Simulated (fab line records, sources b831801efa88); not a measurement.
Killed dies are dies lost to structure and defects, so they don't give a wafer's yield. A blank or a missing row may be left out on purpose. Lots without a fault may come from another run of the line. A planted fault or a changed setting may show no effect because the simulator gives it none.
A struck lot beside a sound one | flow sky130 | 21 steps out of a route of 708
Sound: wafers L920.1, L920.2, L920.3. Struck: wafers L926.4, L926.5. The cause comes at the end.
At each step with rows: each side's tool, then ch and its chambers, then its first start. Under that, the readings that differ: sound wafers | struck wafers | difference of the means | sigmas: that difference in standard deviations of wafers without a fault.
alike: readings whose means differ by less than 2 such deviations, and words and numbers that are the same on both sides. not compared: withheld readings, readings that some wafer has no value for, bounds like >300 that may hide the same value, and numbers for which the record gives no deviation and whose values overlap.
The two part at a step that has a row with sigmas, a row that says differs or no value, or rows on one side only. Numbers that don't overlap but have no deviation are shown without sigmas and don't part them. A reading that every wafer of one side lacks parts them only if that side has two wafers or more.

first, 4 steps without rows for these wafers: SKY_METAL3_STRIP_20 (strips in post etch residue remover, time 1200 s); SKY_METAL3_CLEAN_21 (cleans in IPA, time 180 s); SKY_METAL3_CLEAN_22 (cleans in O3/DIW); SKY_VIA3_HDPCVD_00 (deposits SiO2, target thk 1635 nm, time 272.5 s).
SKY_VIA3_THK_MEAS_01:
  sound on film_metro-01, day 40 08:28; struck on film_metro-02, day 42 12:09
  alike: VIA3_HDPCVD_THK
SKY_VIA3_CMP_02: polishes SiO2.
  sound on cmp-01 ch 0,1,2, day 40 08:32; struck on cmp-01 ch 2, day 42 12:14
  alike: motor_current_A, retaining_ring_pressure_frac
SKY_VIA3_BOW_MEAS_03:
  sound on film_metro-03, day 40 08:50; struck on film_metro-03, day 42 12:32
  alike: VIA3_BOW
then, 5 steps without rows for these wafers: SKY_VIA3_DEHYDRATE_04 (time 60 s); SKY_VIA3_HMDS_05 (prime time 60 s); SKY_VIA3_COAT_06 (resist thk 60 nm); SKY_VIA3_COAT_07 (resist thk 450 nm); SKY_VIA3_SOFTBAKE_08 (time 90 s).
SKY_VIA3_EXPOSE_09: exposes mask VIM3, target cd 200 nm.
  sound on krf_scanner-01 ch 0, day 40 22:08; struck on krf_scanner-01 ch 0, day 43 00:37
  alike: mask
then, 2 steps without rows for these wafers: SKY_VIA3_PEB_10; SKY_VIA3_DEVELOP_11 (develop time 60 s).
SKY_VIA3_CD_MEAS_12: target cd 200 nm.
  sound on cd_sem-02, day 41 09:26; struck on cd_sem-01, day 43 11:45
  reading    | sound             | struck      | difference | sigmas
  cd_nm (nm) | 202.5 203.0 200.7 | 152.9 153.0 | -49.1      | -38
  not compared: hold
SKY_VIA3_OVL_MEAS_13:
  sound on overlay-02, day 41 09:33; struck on overlay-01, day 43 17:20
  reading | sound | struck                                            | difference                   | sigmas
  hold    | - - - | await_dispo/5.5h/release await_dispo/5.5h/release | no value on the sound wafers |
  alike: VIA3_OVL
SKY_VIA3_ETCH_14: etches BARC in N2/H2, stops on SiO2, time 45.9 s, target depth 60 nm.
  sound on rie_diel-04 ch 0,1,2, day 41 09:35; struck on rie_diel-04 ch 1,3, day 43 17:22
  reading               | sound             | struck      | difference | sigmas
  model.VIA3.cd_nm (nm) | 201.9 202.5 200.3 | 153.5 152.5 | -48.6      |
  alike: drypump_motor_current_A, oes_product_au, throttle_valve_pct
  not compared: rf_hours_counter_h
SKY_VIA3_ETCH_15: etches SiO2 in C4F8/O2/Ar, stops on TiN, target depth 507 nm, time 78 s.
  sound on rie_diel-04 ch 0,1,2, day 41 09:38; struck on rie_diel-04 ch 1,3, day 43 17:24
  reading               | sound             | struck      | difference | sigmas
  model.VIA3.cd_nm (nm) | 200.6 205.3 199.7 | 153.1 152.1 | -49.3      |
  alike: oes_product_au
  not compared: rf_hours_counter_h
SKY_VIA3_STRIP_16: strips in O2/N2.
  sound on plasma_asher-04 ch 0,1, day 41 09:41; struck on plasma_asher-02 ch 0,1, day 43 17:33
  alike: drypump_motor_current_A, oes_product_au, strip_time_to_endpoint_s
  not compared: rf_hours_counter_h
-- the record jumps here: 5 days lie between the struck wafers' starts before and after (it left off in module VIA3 and takes up again in module PAD_OPEN, whose first step shown is number 708 of the route) --
SKY_PAD_OPEN_PROBE_99:
  sound on prober-02, day 47 05:00; struck on prober-02, day 49 02:30
  reading                  | sound          | struck                                            | difference                   | sigmas
  hold                     | - - -          | await_dispo/4.6h/release await_dispo/4.6h/release | no value on the sound wafers |
  defect_limited_yield (%) | 80.7 78.7 84.6 | 2.8 2.0                                           | -78.9                        | -42
  killed_at_M0_to_M3       | 50 37 34       | 438 431                                           | +394                         | +58
  killed_dies              | 95 105 76      | 478 482                                           | +388                         | +40
  killed_on_rim            | 17 23 13       | 91 95                                             | +75                          | +22
  sort_bin_5_function (%)  | 11.6 11.4 8.3  | 91.1 90.9                                         | +80.6                        | +54
  sort_n_pass              | 397 387 416    | 14 10                                             | -388                         | -40
  sort_yield_pct (%)       | 80.7 78.7 84.6 | 2.8 2.0                                           | -78.9                        | -42
  alike: killed_at_M4_up, killed_at_contacts, killed_at_front_end, killed_at_other, killed_open, killed_short, sort_bin_3_pad_short, sort_bin_6_memory

WHERE THEY PART
First at SKY_VIA3_CD_MEAS_12; last, within this record, at SKY_PAD_OPEN_PROBE_99.

WHY: what the simulator had put in
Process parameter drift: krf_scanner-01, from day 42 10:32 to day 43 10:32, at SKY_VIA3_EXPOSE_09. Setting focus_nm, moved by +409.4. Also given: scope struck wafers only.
